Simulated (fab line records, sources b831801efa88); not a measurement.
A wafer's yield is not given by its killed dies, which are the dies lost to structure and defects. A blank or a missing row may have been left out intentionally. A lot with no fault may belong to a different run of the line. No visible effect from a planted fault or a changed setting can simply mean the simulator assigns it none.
fab line records	flow sky130
[record] lots = 6	wafers = 18	last-day = 50
route steps=708 shown VT_ADJUST_LVTN@116 VT_ADJUST_NCORE@119 VT_ADJUST_HVTR@131 PAD_OPEN@708
lots with no fault: from the same line, run without faults
start-h: hours from the record's opening day to when the first of the lot's shown wafers began	wait-h: hours elapsed since this lot's preceding step	" same as the row above	L1.1+2: a row that stands for several wafers	- no value, or no start given	* or withheld: withheld	< > ~ a bound
route shown NAME@n: a module of which the file shows steps, and the number in the route of the first	usual: mean/standard deviation taken from wafers without a fault	same: alike in all rows	chamber/n: place in a boat	sites: readings site by site	_std_site: their standard deviation	_edge_site: the outer-site mean with the inner-site mean subtracted	radius-mm: how far each site lies from the wafer's centre	mask NAME#n: copy n	behind: the last tool/chamber to shape the wafer	hold: what put the lot on hold/how long, in hours/how the hold closed	device: which transistor (n, p or np) failed to switch	end of line: the route-end tests of the same wafers	a step given without rows: its recipe and nothing more	killed: dies lost to structure and defects at the first sort, not the wafer's yield	map: a wafer's dies, x killed, . not, _ none there
set.NAME: the setting the step ran with; set.NAME@STEP: the setting that earlier step ran with	model.NAME: the simulator's own value behind a step, which no gauge read
lots at some steps of the route; a table a step, a row a wafer
services: from which hour (start-h, from the record's first day; less than 0 if before it) a tool's chamber was out of use, for how many hours, and why
[[steps]]
[step SKY_VT_ADJUST_LVTN_IMPLANT_19]
[recipe] species = B	energy-kev = 30	dose-cm2 = 6.5e+11	tilt-deg = withheld
[step SKY_VT_ADJUST_LVTN_STRIP_20]
[recipe] chemistry = O2/N2	power-w = 1400	pressure-mtorr = 1500	platen-temp-c = withheld	o2-flow-sccm = 3000	n2-flow-sccm = 300	overash-fraction = 0.5
[usual] drypump-motor-current-A = 5.66/0.28	oes-product-au = 0.716/0.0047	strip-time-to-endpoint-s = 14.18/0.036
lot.wafer	tool	chamber	start-h	wait-h	drypump-motor-current-A	oes-product-au	rf-hours-counter-h	strip-time-to-endpoint-s
L175.1	plasma-asher-02	1	178.35	0.1	6.03	0.715	44	14.14
L175.2	"	0	"	"	5.39	0.716	44	14.14
L175.4	"	1	"	"	6.05	0.719	-	14.18
L180.1	plasma-asher-03	0	210.97	0.1	5.13	0.717	42	14.22
L180.4	"	0	"	"	5.13	0.726	-	14.17
L180.6	"	0	"	"	5.11	0.724	-	14.19
L181.1	plasma-asher-04	1	218.35	0.1	5.91	0.721	53	14.16
L181.3	"	1	"	"	5.91	0.709	-	14.18
L181.4	"	0	"	"	5.43	0.719	-	14.16
L183.1	plasma-asher-04	0	229.57	0.1	5.41	0.709	55	14.18
L183.2	"	1	"	"	5.91	0.711	55	14.21
L183.3	"	0	"	"	5.42	0.722	-	14.19
L190.2	plasma-asher-02	1	274.57	0.1	6.03	0.713	53	14.11
L190.4	"	1	"	"	6.01	0.722	-	14.14
L190.5	"	1	"	"	6.01	0.718	-	14.14
L196.2	plasma-asher-02	1	313.20	0.1	6.00	0.712	58	14.23
L196.5	"	1	"	"	6.04	0.708	-	14.22
L196.6	"	0	"	"	5.41	0.711	-	14.22
[step SKY_VT_ADJUST_LVTN_TW_MEAS_21]
[usual] VT_ADJUST_LVTN_2_TW = 187.5/1.2
lot.wafer	tool	chamber	start-h	wait-h	VT_ADJUST_LVTN_2_TW
L175.1	film-metro-04	-	178.45	0.1	186.9
L175.2	"	-	"	"	186.6
L175.4	"	-	"	"	187.1
L180.1	film-metro-02	-	211.07	0.1	186.4
L180.4	"	-	"	"	185.5
L180.6	"	-	"	"	186.5
L181.1	film-metro-01	-	218.45	0.1	188.8
L181.3	"	-	"	"	188.1
L181.4	"	-	"	"	187.0
L183.1	film-metro-01	-	229.67	0.1	186.9
L183.2	"	-	"	"	188.1
L183.3	"	-	"	"	188.6
L190.2	film-metro-02	-	274.68	0.1	185.3
L190.4	"	-	"	"	185.5
L190.5	"	-	"	"	185.4
L196.2	film-metro-02	-	313.31	0.1	186.1
L196.5	"	-	"	"	186.3
L196.6	"	-	"	"	186.2
[step SKY_VT_ADJUST_NCORE_DEHYDRATE_00]
[recipe] temp-c = 200	time-s = 60
[step SKY_VT_ADJUST_NCORE_HMDS_01]
[recipe] prime-time-s = 60	prime-temp-c = 120
[step SKY_VT_ADJUST_NCORE_COAT_02]
[recipe] resist = NOVOLAK	spin-rpm = 3000	resist-thk-nm = 1140
[step SKY_VT_ADJUST_NCORE_SOFTBAKE_03]
[recipe] temp-c = 90	time-s = 60	resist = NOVOLAK
[step SKY_VT_ADJUST_NCORE_EXPOSE_04]
[recipe] mask-id = LVTN_COMPLEMENT_THIN	na = 0.6	source-shape = conventional	sigma-outer = 0.6	polarization = unpolarized	target-cd-nm = 380	dose-mj = 139
[step SKY_VT_ADJUST_NCORE_PEB_05]
[recipe] temp-c = withheld	time-s = *	resist = NOVOLAK
[step SKY_VT_ADJUST_NCORE_DEVELOP_06]
[recipe] resist = NOVOLAK	developer = TMAH	develop-time-s = 60	dev-temp-c = 23
[step SKY_VT_ADJUST_NCORE_CD_MEAS_07]
[recipe] target-cd-nm = 380
[usual] cd-nm = 379.1/2.5
lot.wafer	tool	chamber	start-h	wait-h	cd-nm
L175.1	cd-sem-01	-	198.88	0.1	381.1
L175.2	"	-	"	"	381.8
L175.4	"	-	"	"	380.3
L180.1	cd-sem-02	-	233.76	0.1	379.7
L180.4	"	-	"	"	378.9
L180.6	"	-	"	"	379.8
L181.1	cd-sem-02	-	241.23	0.1	380.6
L181.3	"	-	"	"	378.9
L181.4	"	-	"	"	382.0
L183.1	cd-sem-02	-	252.14	0.2	378.9
L183.2	"	-	"	"	381.8
L183.3	"	-	"	"	376.9
L190.2	cd-sem-02	-	299.28	0.1	374.7
L190.4	"	-	"	"	375.5
L190.5	"	-	"	"	374.7
L196.2	cd-sem-01	-	337.89	0.1	379.4
L196.5	"	-	"	"	379.2
L196.6	"	-	"	"	380.8
[step SKY_VT_ADJUST_NCORE_OVL_MEAS_08]
[usual] VT_ADJUST_NCORE_OVL = -0.2/1.7
lot.wafer	tool	chamber	start-h	wait-h	VT_ADJUST_NCORE_OVL[nm]
L175.1	overlay-02	-	199.00	0.1	-0.4
L175.2	"	-	"	"	0.5
L175.4	"	-	"	"	1.0
L180.1	overlay-01	-	233.88	0.1	-3.4
L180.4	"	-	"	"	-1.2
L180.6	"	-	"	"	1.6
L181.1	overlay-02	-	241.35	0.1	-0.8
L181.3	"	-	"	"	2.3
L181.4	"	-	"	"	1.6
L183.1	overlay-01	-	252.26	0.1	0.3
L183.2	"	-	"	"	0.3
L183.3	"	-	"	"	1.8
L190.2	overlay-01	-	299.39	0.1	-0.8
L190.4	"	-	"	"	-0.2
L190.5	"	-	"	"	0.2
L196.2	overlay-02	-	338.00	0.1	-0.5
L196.5	"	-	"	"	-0.4
L196.6	"	-	"	"	-0.7
[step SKY_VT_ADJUST_NCORE_IMPLANT_09]
[recipe] species = B	energy-kev = 10	dose-cm2 = 2.4e+12	tilt-deg = withheld
[usual] beam-energy-keV = 10.000/0.0036	beam-on-s = 10.01/0.21
lot.wafer	tool	chamber	start-h	wait-h	beam-energy-keV	beam-on-s	model.implant.rp-nm	model.implant.drp-nm
L175.1	implanter-01	0	199.04	0.0	9.996	10.02	32.95	17.11
L175.2	"	0	"	"	10.001	10.13	32.95	17.11
L175.4	"	0	"	"	10.002	10.00	32.95	17.11
L180.1	implanter-02	0	233.92	0.0	10.000	9.46	33.87	17.11
L180.4	"	0	"	"	10.002	9.80	33.87	17.11
L180.6	"	0	"	"	10.004	10.16	33.87	17.11
L181.1	implanter-02	0	241.39	0.0	14.361	10.00	47.25	22.27
L181.3	"	0	"	"	14.359	10.22	47.25	22.27
L181.4	"	0	"	"	14.357	10.07	47.25	22.27
L183.1	implanter-02	0	252.30	0.0	14.361	10.31	48.9	22.27
L183.2	"	0	"	"	14.363	10.30	48.9	22.27
L183.3	"	0	"	"	14.358	9.92	48.9	22.27
L190.2	implanter-03	0	299.44	0.0	9.997	10.18	33.52	17.11
L190.4	"	0	"	"	10.001	10.31	33.52	17.11
L190.5	"	0	"	"	9.999	10.01	33.52	17.11
L196.2	implanter-01	0	338.05	0.0	10.004	10.15	32.69	17.11
L196.5	"	0	"	"	10.000	9.83	32.69	17.11
L196.6	"	0	"	"	9.999	9.86	32.69	17.11
[step SKY_VT_ADJUST_NCORE_STRIP_10]
[recipe] chemistry = O2/N2	power-w = 1400	pressure-mtorr = 1500	platen-temp-c = withheld	o2-flow-sccm = 3000	n2-flow-sccm = 300	overash-fraction = 0.5
[usual] drypump-motor-current-A = 5.69/0.26	oes-product-au = 0.715/0.0044	strip-time-to-endpoint-s = 14.20/0.043
lot.wafer	tool	chamber	start-h	wait-h	drypump-motor-current-A	oes-product-au	rf-hours-counter-h	strip-time-to-endpoint-s
L175.1	plasma-asher-01	1	199.19	0.1	5.67	0.725	8	14.29
L175.2	"	0	"	"	5.57	0.718	8	14.27
L175.4	"	1	"	"	5.70	0.724	-	14.28
L180.1	plasma-asher-02	0	234.07	0.1	5.43	0.715	49	14.12
L180.4	"	0	"	"	5.41	0.709	-	14.13
L180.6	"	1	"	"	6.05	0.713	-	14.12
L181.1	plasma-asher-01	1	241.54	0.1	5.71	0.712	12	14.21
L181.3	"	1	"	"	5.73	0.713	-	14.17
L181.4	"	0	"	"	5.53	0.715	-	14.21
L183.1	plasma-asher-02	1	252.45	0.1	6.04	0.716	51	14.13
L183.2	"	0	"	"	5.41	0.711	51	14.12
L183.3	"	1	"	"	6.02	0.719	-	14.14
L190.2	plasma-asher-04	1	299.57	0.1	5.91	0.719	62	14.20
L190.4	"	1	"	"	5.91	0.710	-	14.19
L190.5	"	0	"	"	5.42	0.714	-	14.21
L196.2	plasma-asher-02	0	338.18	0.1	5.39	0.725	60	14.15
L196.5	"	0	"	"	5.41	0.710	-	14.20
L196.6	"	1	"	"	6.03	0.720	-	14.15
[step SKY_VT_ADJUST_NCORE_TW_MEAS_11]
[usual] VT_ADJUST_NCORE_TW = 217.6/1.6
lot.wafer	tool	chamber	start-h	wait-h	VT_ADJUST_NCORE_TW
L175.1	film-metro-03	-	199.29	0.1	215.5
L175.2	"	-	"	"	217.2
L175.4	"	-	"	"	216.4
L180.1	film-metro-02	-	234.17	0.1	215.6
L180.4	"	-	"	"	216.6
L180.6	"	-	"	"	218.8
L181.1	film-metro-01	-	241.64	0.1	236.8
L181.3	"	-	"	"	237.8
L181.4	"	-	"	"	238.5
L183.1	film-metro-01	-	252.55	0.1	238.9
L183.2	"	-	"	"	238.6
L183.3	"	-	"	"	236.3
L190.2	film-metro-02	-	299.68	0.1	216.9
L190.4	"	-	"	"	216.8
L190.5	"	-	"	"	216.2
L196.2	film-metro-03	-	338.29	0.1	216.8
L196.5	"	-	"	"	217.2
L196.6	"	-	"	"	216.1
[step SKY_VT_ADJUST_HVTR_DEHYDRATE_00]
[recipe] temp-c = 200	time-s = 60
[step SKY_PAD_OPEN_PROBE_99]
[usual] killed_at_M0_to_M3 = 43/6.1	killed_at_M4_up = 3.5/2	killed-at-contacts = 25/5.1	killed-at-front-end = 14/4.2	killed-at-other = 0.3/0.55	killed-dies = 86/8.3	killed-open = 46/7.2	killed-short = 39/6
[same] gross-dies = 492	killed-at-back-side = 0
lot.wafer	tool	chamber	start-h	wait-h	killed_at_M0_to_M3	killed_at_M4_up	killed-at-contacts	killed-at-front-end	killed-at-other	killed-dies	killed-open	killed-short	model.etest.nfet_16v.r-on-ohm-um	model.etest.res-pwell-under-gate.rs-ohm-sq	model.etest.pfet_16v.drive-ua-um	model.etest.pfet-g5v0d10v5.off-log10-a-um	model.etest.pfet-g5v0d10v5.vt-sat-v	model.etest.pfet_16v.vt-v	model.etest.nfet-g5v0d10v5.body-rise-v	model.etest.pfet-g5v0d10v5.vt-v
L175.1	prober-02	-	1098.92	0.1	44	4	26	16	0	90	39	51	1.421e+04	2282	240.8	-12.76	-0.6612	-1.124	0.6934	-0.8488
L175.2	prober-02	-	1098.97	0.1	35	3	28	14	0	80	34	46	1.42e+04	2281	240.2	-12.78	-0.6542	-1.119	0.6975	-0.8496
L175.4	prober-02	-	1099.07	0.2	49	2	32	17	0	100	48	52	1.431e+04	2289	237.4	-12.71	-0.6327	-1.123	0.7027	-0.827
L180.1	prober-01	-	1123.94	0.1	41	3	18	14	0	76	31	45	1.417e+04	2275	250.7	-12.76	-0.6545	-1.113	0.6781	-0.8503
L180.4	prober-01	-	1124.09	0.2	43	4	31	20	0	98	60	38	1.408e+04	2288	251.5	-12.78	-0.6602	-1.113	0.6775	-0.8474
L180.6	prober-01	-	1124.19	0.2	31	4	21	19	0	75	35	40	1.409e+04	2270	248.3	-12.58	-0.6469	-1.107	0.6773	-0.8443
L181.1	prober-02	-	1126.76	0.1	40	5	22	12	0	79	34	45	1.45e+04	2234	255.1	-11.95	-0.6007	-1.067	0.7209	-0.818
L181.3	prober-02	-	1126.86	0.2	48	2	29	6	0	85	56	28	1.469e+04	2231	250.8	-11.61	-0.5793	-1.052	0.7263	-0.8012
L181.4	prober-02	-	1126.91	0.2	42	3	26	9	1	81	46	35	1.453e+04	2229	255.2	-11.62	-0.5717	-1.06	0.7244	-0.787
L183.1	prober-01	-	1135.88	0.1	31	8	25	16	0	80	43	35	1.502e+04	2217	258.3	-11.37	-0.5566	-1.033	0.7173	-0.7911
L183.2	prober-01	-	1135.93	0.1	52	1	21	7	0	81	43	38	1.524e+04	2220	249.8	-11.42	-0.5428	-1.04	0.7258	-0.7745
L183.3	prober-01	-	1135.98	0.2	35	10	20	10	0	75	34	40	1.495e+04	2223	251.4	-11.56	-0.5601	-1.036	0.7148	-0.7894
L190.2	prober-02	-	1165.00	0.1	54	3	19	16	1	93	50	43	1.425e+04	2288	243.5	-12.57	-0.634	-1.108	0.6815	-0.8328
L190.4	prober-02	-	1165.10	0.2	45	5	16	14	0	80	48	32	1.4e+04	2280	254.1	-12.32	-0.5986	-1.095	0.6691	-0.7961
L190.5	prober-02	-	1165.15	0.2	35	4	22	13	0	74	36	38	1.409e+04	2270	254.3	-12.38	-0.6155	-1.086	0.6783	-0.8171
L196.2	prober-02	-	1195.10	0.1	49	2	20	17	0	88	52	36	1.402e+04	2282	254.1	-12.31	-0.6085	-1.078	0.6819	-0.8038
L196.5	prober-02	-	1195.25	0.2	43	2	24	20	3	92	51	41	1.414e+04	2282	246.7	-12.43	-0.6142	-1.082	0.6832	-0.807
L196.6	prober-02	-	1195.30	0.2	47	2	23	20	0	92	54	38	1.414e+04	2267	250.2	-12.29	-0.5971	-1.085	0.6803	-0.7949
// killed by level:class
L175.1 VIA1:geometric-particle:open=12 CONTACT:geometric-particle:open=7 METAL1:geometric-particle:short=7 FIELD_ISO:geometric-particle:short=6 METAL2:geometric-particle:short=6 CONTACT:geometric-particle:short=5 LI_CONTACT:geometric-particle:open=5 LOCAL_INTERCONNECT:geometric-particle:short=5
L175.2 VIA3:geometric-particle:open=9 LI_CONTACT:geometric-particle:open=7 CONTACT:geometric-particle:short=7 CONTACT:geometric-particle:open=5 METAL1:geometric-particle:short=5 VIA3:geometric-particle:short=5 LI_CONTACT:geometric-particle:short=4 POLY_GATE:geometric-particle:short=4
L175.4 CONTACT:geometric-particle:open=10 VIA3:geometric-particle:open=10 CONTACT:geometric-particle:short=7 METAL1:geometric-particle:short=7 FIELD_ISO:geometric-particle:open=6 VIA2:geometric-particle:open=6 METAL3:geometric-particle:short=6 FIELD_ISO:geometric-particle:short=5
L180.1 CONTACT:geometric-particle:short=9 VIA1:geometric-particle:open=7 METAL2:geometric-particle:short=7 FIELD_ISO:geometric-particle:short=6 VIA3:geometric-particle:short=6 VIA2:geometric-particle:open=6 VIA3:geometric-particle:open=5 LOCAL_INTERCONNECT:geometric-particle:short=4
L180.4 VIA1:geometric-particle:open=12 VIA3:geometric-particle:open=9 CONTACT:geometric-particle:open=8 FIELD_ISO:geometric-particle:open=7 LOCAL_INTERCONNECT:geometric-particle:short=7 VIA2:geometric-particle:open=7 FIELD_ISO:geometric-particle:short=6 LI_CONTACT:geometric-particle:open=6
L180.6 LI_CONTACT:geometric-particle:short=7 VIA3:geometric-particle:open=7 FIELD_ISO:geometric-particle:short=6 METAL2:geometric-particle:short=6 FIELD_ISO:geometric-particle:open=5 LI_CONTACT:geometric-particle:open=5 POLY_GATE:geometric-particle:short=4 LOCAL_INTERCONNECT:geometric-particle:short=4
L181.1 VIA1:geometric-particle:open=12 METAL1:geometric-particle:short=10 CONTACT:geometric-particle:open=8 CONTACT:geometric-particle:short=7 VIA1:geometric-particle:short=5 FIELD_ISO:geometric-particle:short=4 LI_CONTACT:geometric-particle:open=3 VIA2:geometric-particle:open=3
L181.3 CONTACT:geometric-particle:open=14 VIA1:geometric-particle:open=14 LI_CONTACT:geometric-particle:open=8 VIA2:geometric-particle:open=7 METAL1:geometric-particle:short=5 VIA3:geometric-particle:open=4 METAL2:geometric-particle:short=4 VIA1:geometric-particle:short=3
L181.4 VIA1:geometric-particle:open=15 CONTACT:geometric-particle:short=7 CONTACT:geometric-particle:open=6 LOCAL_INTERCONNECT:geometric-particle:short=5 VIA2:geometric-particle:open=5 LI_CONTACT:geometric-particle:open=4 VIA3:geometric-particle:open=4 METAL2:geometric-particle:short=3
L183.1 VIA1:geometric-particle:open=9 CONTACT:geometric-particle:open=7 LI_CONTACT:geometric-particle:open=6 POLY_GATE:geometric-particle:open=5 CONTACT:geometric-particle:short=5 METAL4:geometric-particle:short=5 LOCAL_INTERCONNECT:geometric-particle:short=4 METAL1:geometric-particle:short=4
L183.2 CONTACT:geometric-particle:open=9 VIA1:geometric-particle:open=9 VIA3:geometric-particle:open=8 METAL2:geometric-particle:short=7 METAL1:geometric-particle:short=6 VIA1:geometric-particle:short=6 LI_CONTACT:geometric-particle:open=5 VIA3:geometric-particle:short=4
L183.3 LI_CONTACT:geometric-particle:open=11 METAL4:geometric-particle:short=8 VIA1:geometric-particle:short=7 METAL2:geometric-particle:short=6 FIELD_ISO:geometric-particle:open=5 METAL1:geometric-particle:short=4 VIA1:geometric-particle:open=4 FIELD_ISO:geometric-particle:short=3
L190.2 VIA1:geometric-particle:open=10 VIA3:geometric-particle:open=8 METAL1:geometric-particle:short=7 VIA2:geometric-particle:open=7 CONTACT:geometric-particle:open=6 METAL2:geometric-particle:short=6 FIELD_ISO:geometric-particle:short=5 FIELD_ISO:geometric-particle:open=4
L190.4 VIA3:geometric-particle:open=10 VIA1:geometric-particle:open=8 LI_CONTACT:geometric-particle:open=7 CONTACT:geometric-particle:open=5 VIA3:geometric-particle:short=5 METAL4:geometric-particle:short=5 METAL1:geometric-particle:open=4 METAL1:geometric-particle:short=4
L190.5 CONTACT:geometric-particle:open=8 CONTACT:geometric-particle:short=7 VIA2:geometric-particle:open=6 VIA3:geometric-particle:open=6 LOCAL_INTERCONNECT:geometric-particle:short=5 VIA1:geometric-particle:open=5 METAL1:geometric-particle:short=4 METAL4:geometric-particle:short=4
L196.2 VIA1:geometric-particle:open=12 VIA2:geometric-particle:open=12 VIA3:geometric-particle:open=9 POLY_GATE:geometric-particle:short=6 CONTACT:geometric-particle:short=6 METAL1:geometric-particle:short=6 METAL2:geometric-particle:short=6 CONTACT:geometric-particle:open=5
L196.5 VIA3:geometric-particle:open=12 CONTACT:geometric-particle:open=12 VIA1:geometric-particle:open=10 METAL1:geometric-particle:short=8 POLY_GATE:geometric-particle:short=6 POLY_GATE:geometric-particle:open=6 LI_CONTACT:geometric-particle:open=4 CONTACT:geometric-particle:short=4
L196.6 LI_CONTACT:geometric-particle:open=12 VIA1:geometric-particle:open=12 VIA2:geometric-particle:open=8 CONTACT:geometric-particle:open=7 VIA1:geometric-particle:short=7 METAL1:geometric-particle:short=6 FIELD_ISO:geometric-particle:short=5 POLY_GATE:geometric-particle:open=5
[[services]]
tool	chamber	start-h	hours	kind
implanter-01	-	158.36	15.5	pm
implanter-03	-	171.01	7.0	repair
implanter-02	-	206.83	10.1	pm
plasma-asher-04	-	234.41	0.7	repair
implanter-02	-	276.88	1.3	repair
implanter-01	-	290.57	6.9	repair
plasma-asher-01	-	290.98	15.6	pm
plasma-asher-04	-	294.56	1.1	repair
implanter-02	-	305.41	2.2	repair
implanter-01	-	332.22	1.5	repair
[[key]]
[first-sign] step = SKY_VT_ADJUST_NCORE_IMPLANT_09	reading = beam-energy-keV	direction = up	sigmas = 99+	usual = *	struck = *
[effect] step = SKY_VT_ADJUST_NCORE_TW_MEAS_11	reading = VT_ADJUST_NCORE_TW	direction = up	sigmas = 13	usual = 217.6	struck = 237.8
[model-effect] step = SKY_VT_ADJUST_NCORE_IMPLANT_09	value = implant.rp-nm	without = 33.59	struck = 48.08
[model-effect] step = SKY_PAD_OPEN_PROBE_99	value = etest.nfet_16v.r-on-ohm-um	without = 1.406e+04	struck = 1.482e+04
met-at SKY_VT_ADJUST_NCORE_IMPLANT_09
struck-wafers L181.1,L181.3,L181.4,L183.1,L183.2,L183.3
tester-left-out L181,L183
onset-between 233.92 241.39
[fault] kind = process-parameter-drift	tool = implanter-02	chamber = -	onset-h = 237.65	steps = SKY_VT_ADJUST_NCORE_IMPLANT_09	channel = energy-kev	offset = *	shape = step	end-h = 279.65	acts-in = *	stated = *
// tester-left-out: of these lots the tester's yield and bins aren't shown, on N5 and GAA mostly nor the transistor test; their killed dies are dies lost to structure and defects alone, not to doping, threshold or leakage, so they don't give the yield
